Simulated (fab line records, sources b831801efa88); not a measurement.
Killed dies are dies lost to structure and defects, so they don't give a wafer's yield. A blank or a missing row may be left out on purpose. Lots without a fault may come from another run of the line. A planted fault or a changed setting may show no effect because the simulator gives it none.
A sampling plan put to the test | flow gf180mcu | one fab line, 12 faults that these records tell of, each judged on the records of the lots that it struck
The plan is the line's own looks: the steps of the route at which a gauge or an inspection reads the wafer and doesn't change it. A look can be judged if struck wafers have a number there and the file gives its usual mean and standard deviation on fault-free wafers. Caught: at a look after the fault's first step, the mean of the struck wafers lies 4 or more of those standard deviations (sigma) from the usual mean. On the tool: the same test on the tool's own readings at the fault's steps. Another recipe on the struck wafers, or a record that is blank for them alone, also counts as caught.

THE FAULTS, as the simulator had put them in
1. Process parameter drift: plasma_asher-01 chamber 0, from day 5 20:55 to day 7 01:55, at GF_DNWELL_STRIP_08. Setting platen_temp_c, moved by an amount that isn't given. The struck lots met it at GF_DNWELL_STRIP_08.
2. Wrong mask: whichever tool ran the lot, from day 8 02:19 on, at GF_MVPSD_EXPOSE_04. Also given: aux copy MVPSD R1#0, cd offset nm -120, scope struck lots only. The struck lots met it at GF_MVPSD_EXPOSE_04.
3. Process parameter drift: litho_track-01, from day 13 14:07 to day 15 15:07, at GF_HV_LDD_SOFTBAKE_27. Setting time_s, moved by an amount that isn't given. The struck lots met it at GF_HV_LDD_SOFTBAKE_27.
4. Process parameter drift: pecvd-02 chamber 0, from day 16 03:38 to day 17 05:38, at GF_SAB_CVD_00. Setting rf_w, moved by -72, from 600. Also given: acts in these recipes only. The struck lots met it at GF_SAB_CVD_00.
5. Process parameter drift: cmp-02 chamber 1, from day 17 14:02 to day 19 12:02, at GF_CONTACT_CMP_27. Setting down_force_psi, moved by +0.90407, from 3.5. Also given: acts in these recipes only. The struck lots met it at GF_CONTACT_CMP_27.
6. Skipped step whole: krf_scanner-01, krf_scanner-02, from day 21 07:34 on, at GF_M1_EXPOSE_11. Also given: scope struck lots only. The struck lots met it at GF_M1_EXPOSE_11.
7. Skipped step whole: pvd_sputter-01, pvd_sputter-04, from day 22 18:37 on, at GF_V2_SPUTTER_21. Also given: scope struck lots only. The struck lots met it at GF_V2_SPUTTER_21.
8. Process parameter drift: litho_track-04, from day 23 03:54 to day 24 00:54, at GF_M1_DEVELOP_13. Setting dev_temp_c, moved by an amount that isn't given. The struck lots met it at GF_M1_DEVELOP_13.
9. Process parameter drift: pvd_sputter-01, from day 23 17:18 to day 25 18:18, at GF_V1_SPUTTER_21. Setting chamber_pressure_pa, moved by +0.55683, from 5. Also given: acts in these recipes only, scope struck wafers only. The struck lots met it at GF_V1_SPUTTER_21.
10. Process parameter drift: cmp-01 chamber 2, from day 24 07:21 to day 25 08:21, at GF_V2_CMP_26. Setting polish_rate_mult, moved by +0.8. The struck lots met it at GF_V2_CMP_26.
11. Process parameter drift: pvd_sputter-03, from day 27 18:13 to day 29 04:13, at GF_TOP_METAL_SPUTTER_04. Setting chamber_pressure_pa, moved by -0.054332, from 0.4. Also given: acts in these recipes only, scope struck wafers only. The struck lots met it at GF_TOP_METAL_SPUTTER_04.
12. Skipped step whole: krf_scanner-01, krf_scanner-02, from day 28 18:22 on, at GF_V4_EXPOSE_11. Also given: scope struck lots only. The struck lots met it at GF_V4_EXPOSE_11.

WHAT THE PLAN SAW
fault | on the tool itself                               | first look that catches it                      | reading, sigma | median hours from its first step to that look | hours from the fault's start to the first struck lot there | judged looks passed uncaught
1     | strip_time_to_endpoint_s -72 sigma               | none of the 2 looks that can be judged after it | -              | -                                             | -                                                          | 2
2     | no reading that can be judged                    | none of the 2 looks that can be judged after it | -              | -                                             | -                                                          | 2
3     | run_length_s +15 sigma                           | none of the 2 looks that can be judged after it | -              | -                                             | -                                                          | 2
4     | rf_fwd_power_W -31 sigma                         | not the one look that can be judged after it    | -              | -                                             | -                                                          | 1
5     | head_pressure_psi +99 or beyond sigma            | not the one look that can be judged after it    | -              | -                                             | -                                                          | 1
6     | no reading that can be judged                    | no look after it can be judged                  | -              | -                                             | -                                                          | 0
7     | the tool's record is blank for the struck wafers | no look after it can be judged                  | -              | -                                             | -                                                          | 0
8     | developer_temp_C -7.9 sigma                      | no look after it can be judged                  | -              | -                                             | -                                                          | 0
9     | chamber_pressure_pa +58 sigma                    | not the one look that can be judged after it    | -              | -                                             | -                                                          | 1
10    | time_to_endpoint_s -8.5 sigma                    | no look after it can be judged                  | -              | -                                             | -                                                          | 0
11    | chamber_pressure_pa -68 sigma                    | no look after it can be judged                  | -              | -                                             | -                                                          | 0
12    | no reading that can be judged                    | no look after it can be judged                  | -              | -                                             | -                                                          | 0
A dash: the fault isn't caught, or these records don't give the number.

Caught at a look: 0 of 12. Caught on the tool: 9 of 12. By one or the other: 9 of 12.
Caught on the tool alone: faults 1, 3, 4, 5, 7, 8, 9, 10, 11.
Caught by neither: faults 2, 6, 12.
